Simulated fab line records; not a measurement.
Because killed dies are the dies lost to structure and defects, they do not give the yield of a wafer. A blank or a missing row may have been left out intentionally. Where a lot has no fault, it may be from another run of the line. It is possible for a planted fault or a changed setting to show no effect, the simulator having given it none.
fab line records + flow sky130
[record]
- lots = 12
- wafers = 36
- last-day = 50
route steps=708 shown SD_N@356 METAL1@440 PAD_OPEN@708
lots with no fault: from the same line, run without faults
start-h: hours from the record's opening day to when the first of the lot's shown wafers began + wait-h: hours elapsed since this lot's preceding step + " the same as in the row above + L1.1+2: a single row standing in for several wafers + - no value present, or no start provided + * or withheld: withheld + < > ~ a bound
route shown NAME@n: a module of which the file shows steps, and the number in the route of the first + usual: mean/standard deviation taken from wafers without a fault + same: alike in all rows + chamber/n: place in a boat + sites: the reading at each site + _std_site: the values' standard deviation + _edge_site: inner sites' mean taken away from outer sites' mean + radius-mm: how far each site lies from the wafer's centre + mask NAME#n: copy n + behind: the tool/chamber that last shaped the wafer + hold: the reason the lot was held/the length of the hold in hours/how it ended + device: the n, p or np transistor that did not switch + end of line: the tests these same wafers got at the end of their route + for a step that has no rows: nothing shown but its recipe + killed: the dies lost at the first sort to structure and to defects; this is not the yield of the wafer + map: shows each die of a wafer: x if killed, . if not, _ if none is there
set.NAME: the run value of the setting; set.NAME@STEP: its run value at that earlier step + model.NAME: the simulator's own value behind a step, which no gauge read
steps of the route over a sample of lots; a table a step, a row a wafer
services: when a tool's chamber went out of use (start-h, in hours from the record's first day, below 0 if earlier), for how many hours, and the reason
[[steps]]
[step SKY_SD_N_RTA_14]
[recipe]
- temp-c = 1075
- time-s = 2
- idle-temp-c = 650
- ramp-up-c-per-s = 150
- ramp-down-c-per-s = 90
- ambient = N2
[usual]
- lamp-power-pct = 15.74/0.049
- wafer_temp_C_max = 1078.1/1.4
| lot.wafer | tool          | chamber | start-h | wait-h | lamp-power-pct | wafer_temp_C_max |
|-----------|---------------|---------|---------|--------|----------------|------------------|
| L297.1    | rtp-anneal-01 | 0       | 666.30  | 0.0    | 15.77          | 1079.3           |
| L297.2    | "             | 0       | "       | "      | 15.74          | 1076.8           |
| L297.6    | "             | 0       | "       | "      | 15.71          | 1079.3           |
| L300.3    | rtp-anneal-02 | 0       | 710.60  | 0.0    | 15.74          | 1080.2           |
| L300.5    | "             | 0       | "       | "      | 15.73          | 1078.2           |
| L300.6    | "             | 0       | "       | "      | 15.85          | 1078.2           |
| L302.2    | rtp-anneal-01 | 0       | 718.92  | 0.0    | 15.75          | 1076.3           |
| L302.4    | "             | 0       | "       | "      | 15.68          | 1079.2           |
| L302.6    | "             | 0       | "       | "      | 15.69          | 1078.7           |
| L301.4    | rtp-anneal-02 | 0       | 719.53  | 0.0    | 15.73          | 1078.9           |
| L301.5    | "             | 0       | "       | "      | 15.78          | 1081.1           |
| L301.6    | "             | 0       | "       | "      | 15.62          | 1078.1           |
| L305.1    | rtp-anneal-02 | 0       | 740.37  | 0.0    | 15.74          | 1077.7           |
| L305.4    | "             | 0       | "       | "      | 15.72          | 1079.4           |
| L305.6    | "             | 0       | "       | "      | 15.73          | 1079.3           |
| L304.1    | rtp-anneal-01 | 0       | 745.96  | 0.0    | 15.69          | 1077.5           |
| L304.2    | "             | 0       | "       | "      | 15.76          | 1076.3           |
| L304.5    | "             | 0       | "       | "      | 15.78          | 1077.3           |
| L306.3    | rtp-anneal-02 | 0       | 747.04  | 0.0    | 15.72          | 1076.4           |
| L306.4    | "             | 0       | "       | "      | 15.78          | 1075.8           |
| L306.6    | "             | 0       | "       | "      | 15.77          | 1077.8           |
| L306.3    | rtp-anneal-02 | 0       | 747.26  | 0.2    | 15.72          | 1077.1           |
| L306.4    | "             | 0       | "       | "      | 15.66          | 1076.1           |
| L306.6    | "             | 0       | "       | "      | 15.71          | 1077.8           |
| L307.3    | rtp-anneal-01 | 0       | 754.24  | 0.0    | 15.77          | 1078.4           |
| L307.5    | "             | 0       | "       | "      | 15.71          | 1078.9           |
| L307.6    | "             | 0       | "       | "      | 15.67          | 1077.4           |
| L308.2    | rtp-anneal-02 | 0       | 775.81  | 0.0    | 15.72          | 1078.2           |
| L308.3    | "             | 0       | "       | "      | 15.82          | 1076.7           |
| L308.6    | "             | 0       | "       | "      | 15.79          | 1080.5           |
| L308.2    | rtp-anneal-02 | 0       | 776.03  | 0.2    | 15.73          | 1077.9           |
| L308.3    | "             | 0       | "       | "      | 15.67          | 1077.9           |
| L308.6    | "             | 0       | "       | "      | 15.70          | 1076.3           |
| L314.1    | rtp-anneal-02 | 0       | 804.71  | 0.0    | 15.78          | 1077.1           |
| L314.2    | "             | 0       | "       | "      | 15.69          | 1077.2           |
| L314.6    | "             | 0       | "       | "      | 15.80          | 1077.3           |
| L314.1    | rtp-anneal-02 | 0       | 804.93  | 0.2    | 15.71          | 1077.6           |
| L314.2    | "             | 0       | "       | "      | 15.69          | 1078.3           |
| L314.6    | "             | 0       | "       | "      | 15.74          | 1078.0           |
| L315.1    | rtp-anneal-01 | 0       | 811.40  | 0.0    | 15.82          | 1078.0           |
| L315.5    | "             | 0       | "       | "      | 15.74          | 1081.2           |
| L315.6    | "             | 0       | "       | "      | 15.75          | 1078.9           |
| L316.1    | rtp-anneal-02 | 0       | 824.31  | 0.0    | 15.69          | 1078.2           |
| L316.3    | "             | 0       | "       | "      | 15.80          | 1080.2           |
| L316.6    | "             | 0       | "       | "      | 15.78          | 1077.5           |
[step SKY_METAL1_THK_MEAS_06]
[recipe]
- thk-meas-gauge = xrf
- reads = AlCu_of_METAL1_SPUTTER_02
[usual]
- METAL1_ALCU_THK = 254.2/2.9
| lot.wafer | tool          | chamber | start-h | wait-h | METAL1_ALCU_THK[nm] |
|-----------|---------------|---------|---------|--------|---------------------|
| L297.1    | film-metro-02 | -       | 756.08  | 0.1    | 255.7               |
| L297.2    | "             | -       | "       | "      | 253.1               |
| L297.6    | "             | -       | "       | "      | 256.4               |
| L300.3    | film-metro-01 | -       | 797.40  | 0.1    | 251.6               |
| L300.5    | "             | -       | "       | "      | 253.5               |
| L300.6    | "             | -       | "       | "      | 253.7               |
| L302.2    | film-metro-04 | -       | 806.40  | 0.1    | 250.1               |
| L302.4    | "             | -       | "       | "      | 250.5               |
| L302.6    | "             | -       | "       | "      | 250.3               |
| L301.4    | film-metro-04 | -       | 807.38  | 0.1    | 251.2               |
| L301.5    | "             | -       | "       | "      | 249.9               |
| L301.6    | "             | -       | "       | "      | 252.0               |
| L305.1    | film-metro-02 | -       | 825.89  | 0.1    | 256.5               |
| L305.4    | "             | -       | "       | "      | 252.8               |
| L305.6    | "             | -       | "       | "      | 259.1               |
| L304.1    | film-metro-01 | -       | 829.05  | 0.1    | 254.0               |
| L304.2    | "             | -       | "       | "      | 253.8               |
| L304.5    | "             | -       | "       | "      | 254.5               |
| L306.3    | film-metro-02 | -       | 832.89  | 0.1    | 253.4               |
| L306.4    | "             | -       | "       | "      | 254.4               |
| L306.6    | "             | -       | "       | "      | 255.4               |
| L307.3    | film-metro-04 | -       | 838.99  | 0.1    | 255.7               |
| L307.5    | "             | -       | "       | "      | 252.6               |
| L307.6    | "             | -       | "       | "      | 254.0               |
| L308.2    | film-metro-04 | -       | 859.08  | 0.1    | 256.0               |
| L308.3    | "             | -       | "       | "      | 251.8               |
| L308.6    | "             | -       | "       | "      | 254.0               |
| L314.1    | film-metro-01 | -       | 888.50  | 0.1    | 259.4               |
| L314.2    | "             | -       | "       | "      | 259.1               |
| L314.6    | "             | -       | "       | "      | 257.6               |
| L315.1    | film-metro-01 | -       | 894.83  | 0.1    | 257.4               |
| L315.5    | "             | -       | "       | "      | 256.1               |
| L315.6    | "             | -       | "       | "      | 257.4               |
| L316.1    | film-metro-04 | -       | 908.27  | 0.1    | 250.7               |
| L316.3    | "             | -       | "       | "      | 250.6               |
| L316.6    | "             | -       | "       | "      | 247.4               |
[step SKY_METAL1_DESCUM_17]
[recipe]
- chemistry = O2
- source-power-w = 150
- bias-power-w = 0
- pressure-mtorr = 10
- temp-c = 40
- time-s = 8
[usual]
- drypump-motor-current-A = 5.3/0.61
- oes-product-au = 1.004/0.0082
- temp-c = 39.98/0.12
[same]
- bias-power-w = 0
| lot.wafer | tool         | chamber | start-h | wait-h | drypump-motor-current-A | oes-product-au | rf-hours-counter-h | temp-c |
|-----------|--------------|---------|---------|--------|-------------------------|----------------|--------------------|--------|
| L297.1    | rie-metal-02 | 1       | 782.36  | 0.0    | 5.1                     | 1.005          | 16                 | 40.02  |
| L297.2    | "            | 0       | "       | "      | 6.8                     | 0.987          | 8                  | 40.15  |
| L297.6    | "            | 1       | "       | "      | 5.0                     | 1.002          | -                  | 40.01  |
| L300.3    | rie-metal-04 | 1       | 823.86  | 0.0    | 5.0                     | 1.021          | -                  | 39.92  |
| L300.5    | "            | 1       | "       | "      | 5.0                     | 1.004          | -                  | 39.98  |
| L300.6    | "            | 1       | "       | "      | 5.0                     | 1.024          | -                  | 40.03  |
| L302.2    | rie-metal-02 | 0       | 831.59  | 0.0    | 6.8                     | 0.997          | 10                 | 39.91  |
| L302.4    | "            | 0       | "       | "      | 6.8                     | 1.002          | -                  | 39.86  |
| L302.6    | "            | 0       | "       | "      | 6.8                     | 0.997          | -                  | 40.07  |
| L301.4    | rie-metal-01 | 1       | 833.38  | 0.0    | 4.7                     | 1.005          | -                  | 40.00  |
| L301.5    | "            | 1       | "       | "      | 4.7                     | 1.011          | -                  | 40.24  |
| L301.6    | "            | 0       | "       | "      | 5.0                     | 1.003          | -                  | 39.68  |
| L305.1    | rie-metal-02 | 1       | 852.41  | 0.0    | 5.1                     | 1.013          | 19                 | 40.04  |
| L305.4    | "            | 1       | "       | "      | 5.1                     | 1.011          | -                  | 40.01  |
| L305.6    | "            | 1       | "       | "      | 5.1                     | 1.009          | -                  | 40.12  |
| L304.1    | rie-metal-01 | 1       | 855.55  | 0.0    | 4.7                     | 0.999          | 9                  | 40.12  |
| L304.2    | "            | 0       | "       | "      | 5.0                     | 1.002          | 19                 | 40.02  |
| L304.5    | "            | 1       | "       | "      | 4.7                     | 0.998          | -                  | 39.96  |
| L306.3    | rie-metal-04 | 1       | 858.95  | 0.0    | 5.1                     | 1.013          | -                  | 40.08  |
| L306.4    | "            | 0       | "       | "      | 5.7                     | 1.003          | -                  | 39.89  |
| L306.6    | "            | 1       | "       | "      | 5.1                     | 1.011          | -                  | 40.08  |
| L307.3    | rie-metal-04 | 1       | 864.55  | 0.0    | 5.0                     | 1.023          | -                  | 39.96  |
| L307.5    | "            | 0       | "       | "      | 5.7                     | 0.994          | -                  | 39.97  |
| L307.6    | "            | 1       | "       | "      | 5.1                     | 1.012          | -                  | 40.10  |
| L308.2    | rie-metal-04 | 0       | 885.00  | 0.0    | 5.7                     | 0.998          | 11                 | 40.28  |
| L308.3    | "            | 1       | "       | "      | 5.0                     | 1.023          | -                  | 39.80  |
| L308.6    | "            | 1       | "       | "      | 5.0                     | 1.009          | -                  | 39.84  |
| L314.1    | rie-metal-04 | 1       | 914.00  | 0.0    | 5.1                     | 1.011          | 17                 | 39.84  |
| L314.2    | "            | 0       | "       | "      | 5.7                     | 1.001          | 12                 | 39.81  |
| L314.6    | "            | 1       | "       | "      | 5.1                     | 1.012          | -                  | 39.88  |
| L315.1    | rie-metal-01 | 0       | 920.09  | 0.0    | 5.0                     | 0.997          | 1                  | 39.99  |
| L315.5    | "            | 1       | "       | "      | 4.7                     | 1.003          | -                  | 40.07  |
| L315.6    | "            | 0       | "       | "      | 5.0                     | 1.003          | -                  | 39.97  |
| L316.1    | rie-metal-04 | 0       | 933.01  | 0.0    | 5.8                     | 1.009          | 13                 | 39.99  |
| L316.3    | "            | 0       | "       | "      | 5.8                     | 0.999          | -                  | 39.95  |
| L316.6    | "            | 0       | "       | "      | 5.7                     | 1.000          | -                  | 39.94  |
[step SKY_METAL1_ETCH_18]
[recipe]
- chemistry = N2/H2
- target = BARC
- ion-energy-ev = 200
- bias-w = 100
- pressure-mtorr = 30
- n2-flow-sccm = 100
- h2-flow-sccm = 200
- icp-w = 494
- stop-on = SiO2
- time-s = 45.9
- target-depth-a = 600
[usual]
- drypump-motor-current-A = 5.3/0.6
- n2-flow-sccm = 100.02/0.29
- oes-product-au = 0.855/0.0045
- throttle-valve-pct = 13.224/0.0087
| lot.wafer | tool         | chamber | start-h | wait-h | drypump-motor-current-A | n2-flow-sccm | oes-product-au | rf-hours-counter-h | throttle-valve-pct |
|-----------|--------------|---------|---------|--------|-------------------------|--------------|----------------|--------------------|--------------------|
| L297.1    | rie-metal-02 | 1       | 782.40  | 0.0    | 5.1                     | 99.82        | 0.866          | 16                 | 13.225             |
| L297.2    | "            | 0       | "       | "      | 6.8                     | 100.15       | 0.857          | 8                  | 13.222             |
| L297.6    | "            | 1       | "       | "      | 5.1                     | 100.28       | 0.858          | -                  | 13.216             |
| L300.3    | rie-metal-04 | 1       | 823.95  | 0.1    | 5.1                     | 99.99        | 0.849          | -                  | 13.212             |
| L300.5    | "            | 1       | "       | "      | 5.1                     | 99.54        | 0.858          | -                  | 13.218             |
| L300.6    | "            | 1       | "       | "      | 5.1                     | 99.48        | 0.857          | -                  | 13.227             |
| L302.2    | rie-metal-02 | 0       | 831.62  | 0.0    | 6.8                     | 99.82        | 0.854          | 10                 | 13.216             |
| L302.4    | "            | 0       | "       | "      | 6.8                     | 99.90        | 0.859          | -                  | 13.221             |
| L302.6    | "            | 0       | "       | "      | 6.8                     | 100.07       | 0.852          | -                  | 13.213             |
| L301.4    | rie-metal-01 | 1       | 833.42  | 0.0    | 4.7                     | 100.01       | 0.855          | -                  | 13.224             |
| L301.5    | "            | 1       | "       | "      | 4.7                     | 100.12       | 0.857          | -                  | 13.213             |
| L301.6    | "            | 0       | "       | "      | 5.0                     | 99.94        | 0.855          | -                  | 13.237             |
| L305.1    | rie-metal-02 | 1       | 852.45  | 0.0    | 5.1                     | 100.34       | 0.848          | 19                 | 13.234             |
| L305.4    | "            | 1       | "       | "      | 5.1                     | 100.11       | 0.860          | -                  | 13.216             |
| L305.6    | "            | 1       | "       | "      | 5.1                     | 100.42       | 0.850          | -                  | 13.218             |
| L304.1    | rie-metal-01 | 1       | 855.58  | 0.0    | 4.7                     | 99.75        | 0.857          | 9                  | 13.239             |
| L304.2    | "            | 0       | "       | "      | 5.0                     | 100.57       | 0.861          | 19                 | 13.228             |
| L304.5    | "            | 1       | "       | "      | 4.7                     | 99.74        | 0.859          | -                  | 13.226             |
| L306.3    | rie-metal-04 | 1       | 859.00  | 0.0    | 5.0                     | 100.12       | 0.848          | -                  | 13.224             |
| L306.4    | "            | 0       | "       | "      | 5.7                     | 100.31       | 0.857          | -                  | 13.227             |
| L306.6    | "            | 1       | "       | "      | 5.1                     | 99.97        | 0.857          | -                  | 13.236             |
| L307.3    | rie-metal-04 | 1       | 864.60  | 0.0    | 5.1                     | 100.13       | 0.863          | -                  | 13.238             |
| L307.5    | "            | 0       | "       | "      | 5.7                     | 99.79        | 0.855          | -                  | 13.224             |
| L307.6    | "            | 1       | "       | "      | 5.1                     | 100.16       | 0.858          | -                  | 13.225             |
| L308.2    | rie-metal-04 | 0       | 885.04  | 0.0    | 5.8                     | 99.68        | 0.857          | 11                 | 13.239             |
| L308.3    | "            | 1       | "       | "      | 5.1                     | 100.86       | 0.855          | -                  | 13.235             |
| L308.6    | "            | 1       | "       | "      | 5.1                     | 100.40       | 0.861          | -                  | 13.216             |
| L314.1    | rie-metal-04 | 1       | 914.03  | 0.0    | 5.1                     | 99.36        | 0.853          | 17                 | 13.234             |
| L314.2    | "            | 0       | "       | "      | 5.7                     | 99.96        | 0.860          | 12                 | 13.212             |
| L314.6    | "            | 1       | "       | "      | 5.1                     | 99.82        | 0.850          | -                  | 13.204             |
| L315.1    | rie-metal-01 | 0       | 920.12  | 0.0    | 5.1                     | 99.95        | 0.847          | 1                  | 13.229             |
| L315.5    | "            | 1       | "       | "      | 4.7                     | 99.50        | 0.852          | -                  | 13.228             |
| L315.6    | "            | 0       | "       | "      | 5.1                     | 99.74        | 0.849          | -                  | 13.220             |
| L316.1    | rie-metal-04 | 0       | 933.08  | 0.1    | 5.8                     | 100.13       | 0.855          | 13                 | 13.224             |
| L316.3    | "            | 0       | "       | "      | 5.8                     | 99.70        | 0.855          | -                  | 13.209             |
| L316.6    | "            | 0       | "       | "      | 5.7                     | 100.03       | 0.854          | -                  | 13.219             |
[step SKY_PAD_OPEN_PROBE_99]
[usual]
- killed_at_M0_to_M3 = 43/6.9
- killed_at_M4_up = 3.0/1.8
- killed-at-contacts = 24/4.8
- killed-at-front-end = 15/4.5
- killed-at-other = 0.4/0.67
- killed-dies = 86/9.2
- killed-open = 46/6.9
- killed-short = 39/6
[same]
- gross-dies = 492
- killed-at-back-side = 0
| lot.wafer | tool      | chamber | start-h | wait-h | killed_at_M0_to_M3 | killed_at_M4_up | killed-at-contacts | killed-at-front-end | killed-at-other | killed-dies | killed-open | killed-short |
|-----------|-----------|---------|---------|--------|--------------------|-----------------|--------------------|---------------------|-----------------|-------------|-------------|--------------|
| L314.2    | prober-02 | -       | 1183.67 | 0.1    | 53                 | 2               | 18                 | 10                  | 0               | 83          | 47          | 36           |
// killed by level:class
L314.2 VIA1:geometric-particle:open=10 VIA2:geometric-particle:open=9 LI_CONTACT:geometric-particle:open=7 CONTACT:geometric-particle:open=7 METAL1:geometric-particle:short=7 METAL2:geometric-particle:short=7 VIA1:geometric-particle:short=6 VIA3:geometric-particle:open=5
[[services]]
| tool         | chamber | start-h | hours | kind           |
|--------------|---------|---------|-------|----------------|
| rie-metal-02 | 0       | 650.98  | 2.2   | repair         |
| rie-metal-02 | 0       | 752.32  | 29.4  | repair         |
| rie-metal-02 | -       | 808.40  | 2.8   | pm             |
| rie-metal-04 | 0       | 821.17  | 6.3   | repair         |
| rie-metal-01 | -       | 828.85  | 0.3   | repair         |
| rie-metal-02 | 1       | 864.40  | -     | clean          |
| rie-metal-02 | 1       | 864.40  | 17.4  | scheduled-down |
| rie-metal-02 | 1       | 864.40  | 17.4  | vent-cycle     |
| rie-metal-01 | 0       | 870.00  | -     | clean          |
| rie-metal-01 | 0       | 870.00  | 28.3  | scheduled-down |
| rie-metal-01 | 0       | 870.00  | 28.3  | vent-cycle     |
| rie-metal-04 | -       | 887.94  | 1.4   | pm             |
| rie-metal-04 | 1       | 919.09  | -     | clean          |
| rie-metal-04 | 1       | 919.09  | 20.9  | scheduled-down |
| rie-metal-04 | 1       | 919.09  | 20.9  | vent-cycle     |
[[key]]
[first-sign]
- step = SKY_SD_N_RTA_14
- reading = visit
- direction = added
effect none on later readings
met-at SKY_SD_N_RTA_14
struck-lots L306,L308,L314
tester-left-out L306,L308,L314
not-acting-at SKY_METAL1_THK_MEAS_06,SKY_METAL1_DESCUM_17,SKY_METAL1_ETCH_18
[fault]
- kind = repeated-step-whole
- tool = rtp-anneal-01,rtp-anneal-02
- chamber = -
- onset-h = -
- steps = SKY_SD_N_RTA_14
- times = 1
- scope = struck-lots-only
// tester-left-out: of these lots the tester's yield and bins aren't shown, on N5 and GAA mostly nor the transistor test; their killed dies are dies lost to structure and defects alone, not to doping, threshold or leakage, so they don't give the yield
